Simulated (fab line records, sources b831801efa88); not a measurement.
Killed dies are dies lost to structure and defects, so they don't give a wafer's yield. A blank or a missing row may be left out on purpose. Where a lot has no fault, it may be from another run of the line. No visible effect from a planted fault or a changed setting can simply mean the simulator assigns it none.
A sampling plan put to the test    flow sfq line    10 faults told of in these records, all on one fab line, each judged by the records of the lots it struck
Plan = the line's own looks (route steps where a gauge or an inspection reads the wafer without altering it). Where struck wafers have a number at a look and the file lists that look's usual mean and standard deviation on fault-free wafers, the look can be judged. Caught: 4 or more of those standard deviations (sigma) separate the usual mean from the mean of the struck wafers at a look after the fault's first step. On the tool: the fault's steps, tested the same way using the tool's own readings. Also counted as caught: the struck wafers showing another recipe, or a record that is empty for them alone.

## THE FAULTS, as the simulator had put them in
1. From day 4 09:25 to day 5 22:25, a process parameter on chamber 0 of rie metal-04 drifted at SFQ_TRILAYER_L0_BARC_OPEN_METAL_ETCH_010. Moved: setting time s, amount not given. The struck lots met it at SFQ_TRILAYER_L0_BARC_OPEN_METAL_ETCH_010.
2. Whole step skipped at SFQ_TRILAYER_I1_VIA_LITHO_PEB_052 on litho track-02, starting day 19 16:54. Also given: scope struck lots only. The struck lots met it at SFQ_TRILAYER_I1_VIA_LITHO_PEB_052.
3. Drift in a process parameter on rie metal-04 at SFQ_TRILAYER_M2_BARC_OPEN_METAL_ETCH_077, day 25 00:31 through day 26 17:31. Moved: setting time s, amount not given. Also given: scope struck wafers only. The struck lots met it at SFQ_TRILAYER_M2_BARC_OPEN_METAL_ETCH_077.
4. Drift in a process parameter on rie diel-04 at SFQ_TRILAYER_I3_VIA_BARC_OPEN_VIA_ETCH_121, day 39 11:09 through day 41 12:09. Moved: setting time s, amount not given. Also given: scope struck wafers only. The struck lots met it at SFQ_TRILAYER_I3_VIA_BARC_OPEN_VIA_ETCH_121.
5. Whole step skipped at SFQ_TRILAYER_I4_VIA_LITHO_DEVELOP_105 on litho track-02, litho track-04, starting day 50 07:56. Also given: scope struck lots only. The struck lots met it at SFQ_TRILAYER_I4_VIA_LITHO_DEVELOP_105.
6. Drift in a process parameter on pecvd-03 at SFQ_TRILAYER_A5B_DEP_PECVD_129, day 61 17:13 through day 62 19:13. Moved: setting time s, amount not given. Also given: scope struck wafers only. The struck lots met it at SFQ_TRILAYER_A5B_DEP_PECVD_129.
7. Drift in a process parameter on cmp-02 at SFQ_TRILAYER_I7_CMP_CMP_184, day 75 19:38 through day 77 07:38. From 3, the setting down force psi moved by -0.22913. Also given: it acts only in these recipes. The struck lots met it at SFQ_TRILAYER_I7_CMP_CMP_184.
8. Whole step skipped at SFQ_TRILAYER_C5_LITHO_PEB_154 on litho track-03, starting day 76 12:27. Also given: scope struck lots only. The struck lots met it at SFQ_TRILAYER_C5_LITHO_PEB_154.
9. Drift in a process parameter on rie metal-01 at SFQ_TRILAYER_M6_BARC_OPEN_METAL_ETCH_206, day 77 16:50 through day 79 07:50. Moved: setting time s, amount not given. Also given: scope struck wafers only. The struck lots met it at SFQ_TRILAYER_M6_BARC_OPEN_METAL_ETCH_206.
10. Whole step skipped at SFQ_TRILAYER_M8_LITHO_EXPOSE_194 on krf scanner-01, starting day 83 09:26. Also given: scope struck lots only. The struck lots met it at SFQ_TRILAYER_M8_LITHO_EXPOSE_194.

## WHAT THE PLAN SAW
fault  on the tool itself                                first look that catches it                       reading, sigma  median hours from its first step to that look  hours from the fault's start to the first struck lot there  judged looks passed uncaught
1      oes product au +66 sigma                          none of the 2 looks that can be judged after it  -               -                                              -                                                           2
2      the tool's record is blank for the struck wafers  no look after it can be judged                   -               -                                              -                                                           0
3      run length s +7.4 sigma                           not the one look that can be judged after it     -               -                                              -                                                           1
4      run length s +37 sigma                            no look after it can be judged                   -               -                                              -                                                           0
5      the tool's record is blank for the struck wafers  no look after it can be judged                   -               -                                              -                                                           0
6      run length s +17 sigma                            no look after it can be judged                   -               -                                              -                                                           0
7      head pressure psi -32 sigma                       no look after it can be judged                   -               -                                              -                                                           0
8      the tool's record is blank for the struck wafers  no look after it can be judged                   -               -                                              -                                                           0
9      oes product au +48 sigma                          no look after it can be judged                   -               -                                              -                                                           0
10     no reading that can be judged                     not the one look that can be judged after it     -               -                                              -                                                           1
A dash: the fault isn't caught, or these records don't give the number.

Caught at a look: 0 of 10. Caught on the tool: 9 of 10. By one or the other: 9 of 10.
On the tool alone, faults 1, 2, 3, 4, 5, 6, 7, 8, 9 were caught.
Caught by neither: fault 10.
